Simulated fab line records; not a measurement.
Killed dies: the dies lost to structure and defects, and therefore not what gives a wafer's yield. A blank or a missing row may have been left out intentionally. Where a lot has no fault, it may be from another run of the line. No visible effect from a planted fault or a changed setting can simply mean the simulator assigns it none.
The tool behind it: which one? || flow sky130 || Sampling: 10 lots, 30 wafers, 5 of 708 route steps

== WHAT EACH GAUGE READ, for each wafer ==
SKY_SONOS_ONO_THK_MEAS_03. Usual: SONOS_ONO_CVD_02_THK gives 10.53 nm (standard deviation 0.13).
{"lot": "L808", "measured": "day 11 12:52", "on": "filmMetro-01", "SONOS_ONO_CVD_02_THK (nm)": "10.52 10.39 10.37", "flag": ""}
{"lot": "L811", "measured": "day 12 12:43", "on": "filmMetro-01", "SONOS_ONO_CVD_02_THK (nm)": "10.50 10.43 10.37", "flag": ""}
{"lot": "L812", "measured": "day 13 05:11", "on": "filmMetro-01", "SONOS_ONO_CVD_02_THK (nm)": "10.64 10.54 10.52", "flag": ""}
{"lot": "L813", "measured": "day 13 08:25", "on": "filmMetro-02", "SONOS_ONO_CVD_02_THK (nm)": "10.57 10.65 10.59", "flag": ""}
{"lot": "L823", "measured": "day 16 21:25", "on": "filmMetro-02", "SONOS_ONO_CVD_02_THK (nm)": "10.62 10.58 10.71", "flag": ""}
{"lot": "L825", "measured": "day 17 22:41", "on": "filmMetro-03", "SONOS_ONO_CVD_02_THK (nm)": "10.54 10.68 10.46", "flag": ""}
{"lot": "L826", "measured": "day 18 06:10", "on": "filmMetro-03", "SONOS_ONO_CVD_02_THK (nm)": "10.21 10.37 10.44", "flag": ""}
{"lot": "L828", "measured": "day 18 12:24", "on": "filmMetro-02", "SONOS_ONO_CVD_02_THK (nm)": "10.39 10.51 10.51", "flag": ""}
{"lot": "L827", "measured": "day 18 14:49", "on": "filmMetro-02", "SONOS_ONO_CVD_02_THK (nm)": "10.44 10.46 10.45", "flag": ""}
{"lot": "L829", "measured": "day 18 23:47", "on": "filmMetro-01", "SONOS_ONO_CVD_02_THK (nm)": "10.39 10.49 10.46", "flag": ""}

SKY_SONOS_ONO_CD_MEAS_13: the cd target is 410 nm. Usual: cdNm reads 409.6 nm (standard deviation 2.2).
{"lot": "L808", "measured": "day 12 13:30", "on": "cdSem-01", "cdNm (nm)": "408.8 412.2 409.5", "flag": ""}
{"lot": "L811", "measured": "day 13 15:51", "on": "cdSem-02", "cdNm (nm)": "407.4 408.6 408.2", "flag": ""}
{"lot": "L812", "measured": "day 14 07:47", "on": "cdSem-02", "cdNm (nm)": "404.1 407.5 405.0", "flag": ""}
{"lot": "L813", "measured": "day 14 10:54", "on": "cdSem-01", "cdNm (nm)": "409.0 411.2 409.0", "flag": ""}
{"lot": "L823", "measured": "day 18 04:03", "on": "cdSem-01", "cdNm (nm)": "411.9 411.9 410.9", "flag": ""}
{"lot": "L825", "measured": "day 19 08:32", "on": "cdSem-01", "cdNm (nm)": "411.7 413.5 411.5", "flag": ""}
{"lot": "L826", "measured": "day 19 14:00", "on": "cdSem-01", "cdNm (nm)": "410.9 409.0 409.8", "flag": ""}
{"lot": "L828", "measured": "day 19 19:07", "on": "cdSem-02", "cdNm (nm)": "409.5 409.0 406.5", "flag": ""}
{"lot": "L827", "measured": "day 19 20:32", "on": "cdSem-02", "cdNm (nm)": "406.4 406.7 408.1", "flag": ""}
{"lot": "L829", "measured": "day 20 08:08", "on": "cdSem-02", "cdNm (nm)": "406.9 406.9 407.5", "flag": ""}

SKY_POLY_GATE_THK_MEAS_01. Usual: POLY_GATE_CVD_00_THK gives 180.1 nm (standard deviation 1.5).
{"lot": "L808", "measured": "day 13 22:32", "on": "filmMetro-03", "POLY_GATE_CVD_00_THK (nm)": "175.9 178.0 178.6", "flag": ""}
{"lot": "L811", "measured": "day 14 23:32", "on": "filmMetro-01", "POLY_GATE_CVD_00_THK (nm)": "164.2 157.5 143.7", "flag": "OFF"}
{"lot": "L812", "measured": "day 15 19:09", "on": "filmMetro-01", "POLY_GATE_CVD_00_THK (nm)": "151.4 164.2 171.5", "flag": "OFF"}
{"lot": "L813", "measured": "day 15 20:29", "on": "filmMetro-01", "POLY_GATE_CVD_00_THK (nm)": "129.7 132.9 137.3", "flag": "OFF"}
{"lot": "L823", "measured": "day 21 04:33", "on": "filmMetro-01", "POLY_GATE_CVD_00_THK (nm)": "181.9 182.1 180.8", "flag": ""}
{"lot": "L825", "measured": "day 21 04:36", "on": "filmMetro-04", "POLY_GATE_CVD_00_THK (nm)": "181.0 180.0 179.5", "flag": ""}
{"lot": "L826", "measured": "day 21 04:37", "on": "filmMetro-03", "POLY_GATE_CVD_00_THK (nm)": "179.8 180.4 180.1", "flag": ""}
{"lot": "L828", "measured": "day 21 07:02", "on": "filmMetro-03", "POLY_GATE_CVD_00_THK (nm)": "181.2 181.0 178.9", "flag": ""}
{"lot": "L827", "measured": "day 21 11:42", "on": "filmMetro-01", "POLY_GATE_CVD_00_THK (nm)": "179.2 179.0 179.4", "flag": ""}
{"lot": "L829", "measured": "day 21 20:03", "on": "filmMetro-03", "POLY_GATE_CVD_00_THK (nm)": "177.8 178.4 177.8", "flag": ""}

== EACH LOT AND THE TOOL THAT RAN IT (in order: tool; ch and the chambers of the sampled wafers; start) ==
{"lot": "L808", "SKY_GATE_OXIDE_STRIP_13": "plasmaAsher-04 ch 0,1, day 13 17:28", "SKY_POLY_GATE_CVD_00": "lpcvd-01 ch 1, day 13 20:44"}
{"lot": "L811", "SKY_GATE_OXIDE_STRIP_13": "plasmaAsher-04 ch 0,1, day 14 20:02", "SKY_POLY_GATE_CVD_00": "lpcvd-01 ch 1, day 14 22:19"}
{"lot": "L812", "SKY_GATE_OXIDE_STRIP_13": "plasmaAsher-01 ch 0, day 15 14:00", "SKY_POLY_GATE_CVD_00": "lpcvd-01 ch 1, day 15 17:56"}
{"lot": "L813", "SKY_GATE_OXIDE_STRIP_13": "plasmaAsher-04 ch 0,1, day 15 15:47", "SKY_POLY_GATE_CVD_00": "lpcvd-01 ch 1, day 15 19:16"}
{"lot": "L823", "SKY_GATE_OXIDE_STRIP_13": "plasmaAsher-04 ch 0,1, day 19 15:14", "SKY_POLY_GATE_CVD_00": "lpcvd-01 ch 0, day 21 03:20"}
{"lot": "L825", "SKY_GATE_OXIDE_STRIP_13": "plasmaAsher-04 ch 0,1, day 20 18:49", "SKY_POLY_GATE_CVD_00": "lpcvd-01 ch 0, day 21 03:20"}
{"lot": "L826", "SKY_GATE_OXIDE_STRIP_13": "plasmaAsher-03 ch 0,1, day 20 22:55", "SKY_POLY_GATE_CVD_00": "lpcvd-01 ch 1, day 21 03:20"}
{"lot": "L828", "SKY_GATE_OXIDE_STRIP_13": "plasmaAsher-03 ch 0,1, day 21 04:02", "SKY_POLY_GATE_CVD_00": "lpcvd-01 ch 0, day 21 05:50"}
{"lot": "L827", "SKY_GATE_OXIDE_STRIP_13": "plasmaAsher-04 ch 0,1, day 21 08:45", "SKY_POLY_GATE_CVD_00": "lpcvd-01 ch 1, day 21 10:29"}
{"lot": "L829", "SKY_GATE_OXIDE_STRIP_13": "plasmaAsher-01 ch 0,1, day 21 17:01", "SKY_POLY_GATE_CVD_00": "lpcvd-01 ch 1, day 21 18:50"}
- SKY_GATE_OXIDE_STRIP_13: strips in O2/N2.
- SKY_POLY_GATE_CVD_00: deposits poly-Si, target thk 180 nm, time 720 s.

== AS READ BY THE TOOLS THEMSELVES (means over the sampled wafers that have a number; for cases with no such wafer, the mark the record gives instead) ==
SKY_GATE_OXIDE_STRIP_13. Usual: drypumpMotorCurrentA 5.40 A, standard deviation 0.24; n2FlowSccm 299.9 sccm, standard deviation 0.98; oesProductAu 0.716 a.u., standard deviation 0.0042; stripTimeToEndpointS 14.20 s, standard deviation 0.042.
{"lot": "L808", "tool": "plasmaAsher-04", "drypumpMotorCurrentA (A)": 5.55, "n2FlowSccm (sccm)": 299.9, "oesProductAu (a.u.)": 0.720, "stripTimeToEndpointS (s)": 14.17, "flag": ""}
{"lot": "L811", "tool": "plasmaAsher-04", "drypumpMotorCurrentA (A)": 5.48, "n2FlowSccm (sccm)": 300.0, "oesProductAu (a.u.)": 0.715, "stripTimeToEndpointS (s)": 14.17, "flag": ""}
{"lot": "L812", "tool": "plasmaAsher-01", "drypumpMotorCurrentA (A)": 5.25, "n2FlowSccm (sccm)": 300.9, "oesProductAu (a.u.)": 0.716, "stripTimeToEndpointS (s)": 14.23, "flag": ""}
{"lot": "L813", "tool": "plasmaAsher-04", "drypumpMotorCurrentA (A)": 5.53, "n2FlowSccm (sccm)": 300.3, "oesProductAu (a.u.)": 0.719, "stripTimeToEndpointS (s)": 14.22, "flag": ""}
{"lot": "L823", "tool": "plasmaAsher-04", "drypumpMotorCurrentA (A)": 5.52, "n2FlowSccm (sccm)": 299.8, "oesProductAu (a.u.)": 0.719, "stripTimeToEndpointS (s)": 14.23, "flag": ""}
{"lot": "L825", "tool": "plasmaAsher-04", "drypumpMotorCurrentA (A)": 5.50, "n2FlowSccm (sccm)": 301.2, "oesProductAu (a.u.)": 0.716, "stripTimeToEndpointS (s)": 14.23, "flag": ""}
{"lot": "L826", "tool": "plasmaAsher-03", "drypumpMotorCurrentA (A)": 5.17, "n2FlowSccm (sccm)": 299.8, "oesProductAu (a.u.)": 0.718, "stripTimeToEndpointS (s)": 14.16, "flag": ""}
{"lot": "L828", "tool": "plasmaAsher-03", "drypumpMotorCurrentA (A)": 5.52, "n2FlowSccm (sccm)": 299.5, "oesProductAu (a.u.)": 0.719, "stripTimeToEndpointS (s)": 14.20, "flag": ""}
{"lot": "L827", "tool": "plasmaAsher-04", "drypumpMotorCurrentA (A)": 5.48, "n2FlowSccm (sccm)": 300.1, "oesProductAu (a.u.)": 0.716, "stripTimeToEndpointS (s)": 14.15, "flag": ""}
{"lot": "L829", "tool": "plasmaAsher-01", "drypumpMotorCurrentA (A)": 5.30, "n2FlowSccm (sccm)": 300.2, "oesProductAu (a.u.)": 0.716, "stripTimeToEndpointS (s)": 14.20, "flag": ""}

SKY_POLY_GATE_CVD_00. Usual: spikeTcCentreC 621.2 C, standard deviation 1; spikeTcLowerC 620.0 C, standard deviation 1.1; spikeTcUpperC 618.9 C, standard deviation 0.97; zonePowerCentrePct 9.21 %, standard deviation 0.3; zonePowerUpperPct 8.1 %, standard deviation 0.32.
{"lot": "L808", "tool": "lpcvd-01", "spikeTcCentreC (C)": 620.9, "spikeTcLowerC (C)": 619.4, "spikeTcUpperC (C)": 618.8, "zonePowerCentrePct (%)": 8.94, "zonePowerUpperPct (%)": 7.7, "flag": ""}
{"lot": "L811", "tool": "lpcvd-01", "spikeTcCentreC (C)": 590.3, "spikeTcLowerC (C)": 624.7, "spikeTcUpperC (C)": 623.6, "zonePowerCentrePct (%)": 3.82, "zonePowerUpperPct (%)": 10.1, "flag": "OFF"}
{"lot": "L812", "tool": "lpcvd-01", "spikeTcCentreC (C)": 590.8, "spikeTcLowerC (C)": 623.7, "spikeTcUpperC (C)": 621.8, "zonePowerCentrePct (%)": 3.79, "zonePowerUpperPct (%)": 10.2, "flag": "OFF"}
{"lot": "L813", "tool": "lpcvd-01", "spikeTcCentreC (C)": 589.9, "spikeTcLowerC (C)": 623.8, "spikeTcUpperC (C)": 622.9, "zonePowerCentrePct (%)": 3.79, "zonePowerUpperPct (%)": 10.2, "flag": "OFF"}
{"lot": "L823", "tool": "lpcvd-01", "spikeTcCentreC (C)": 620.6, "spikeTcLowerC (C)": 620.5, "spikeTcUpperC (C)": 619.4, "zonePowerCentrePct (%)": 9.57, "zonePowerUpperPct (%)": 8.5, "flag": ""}
{"lot": "L825", "tool": "lpcvd-01", "spikeTcCentreC (C)": 620.9, "spikeTcLowerC (C)": 619.5, "spikeTcUpperC (C)": 618.8, "zonePowerCentrePct (%)": 9.55, "zonePowerUpperPct (%)": 8.4, "flag": ""}
{"lot": "L826", "tool": "lpcvd-01", "spikeTcCentreC (C)": 620.6, "spikeTcLowerC (C)": 619.2, "spikeTcUpperC (C)": 619.0, "zonePowerCentrePct (%)": 9.01, "zonePowerUpperPct (%)": 7.7, "flag": ""}
{"lot": "L828", "tool": "lpcvd-01", "spikeTcCentreC (C)": 620.7, "spikeTcLowerC (C)": 621.2, "spikeTcUpperC (C)": 618.9, "zonePowerCentrePct (%)": 9.54, "zonePowerUpperPct (%)": 8.4, "flag": ""}
{"lot": "L827", "tool": "lpcvd-01", "spikeTcCentreC (C)": 620.9, "spikeTcLowerC (C)": 620.1, "spikeTcUpperC (C)": 619.1, "zonePowerCentrePct (%)": 8.92, "zonePowerUpperPct (%)": 7.8, "flag": ""}
{"lot": "L829", "tool": "lpcvd-01", "spikeTcCentreC (C)": 621.0, "spikeTcLowerC (C)": 620.7, "spikeTcUpperC (C)": 619.2, "zonePowerCentrePct (%)": 8.96, "zonePowerUpperPct (%)": 7.8, "flag": ""}

== THE ANSWER, worked out from the rows above alone ==
Rule: a lot counts as off when the mean over its wafers that have a number is more than 3 standard deviations away from the usual mean. Also off: a lot with no number at a reading for which 4 or more lots have one. The other lots that the step has rows for count as sound. After the gauges, taken in route order, come the tools' own readings; for these a lot's mean is taken, as printed above. The first step at which some lot is off is used, and at that step the reading that is off furthest; a lot without a number counts as furthest.
Off: L811, L812, L813, at SKY_POLY_GATE_THK_MEAS_01 (POLY_GATE_CVD_00_THK).
A tool fits if, at a process step before that reading, it ran every lot that is off, and no sound lot after the first of them. The gauges at SKY_POLY_GATE_THK_MEAS_01 aren't tried: what is off there is off at SKY_POLY_GATE_CVD_00 too, on other tools, and a gauge's error can't cause that. No candidate that was tried fits.

== WHAT HAD BEEN PUT IN BY THE SIMULATOR ==
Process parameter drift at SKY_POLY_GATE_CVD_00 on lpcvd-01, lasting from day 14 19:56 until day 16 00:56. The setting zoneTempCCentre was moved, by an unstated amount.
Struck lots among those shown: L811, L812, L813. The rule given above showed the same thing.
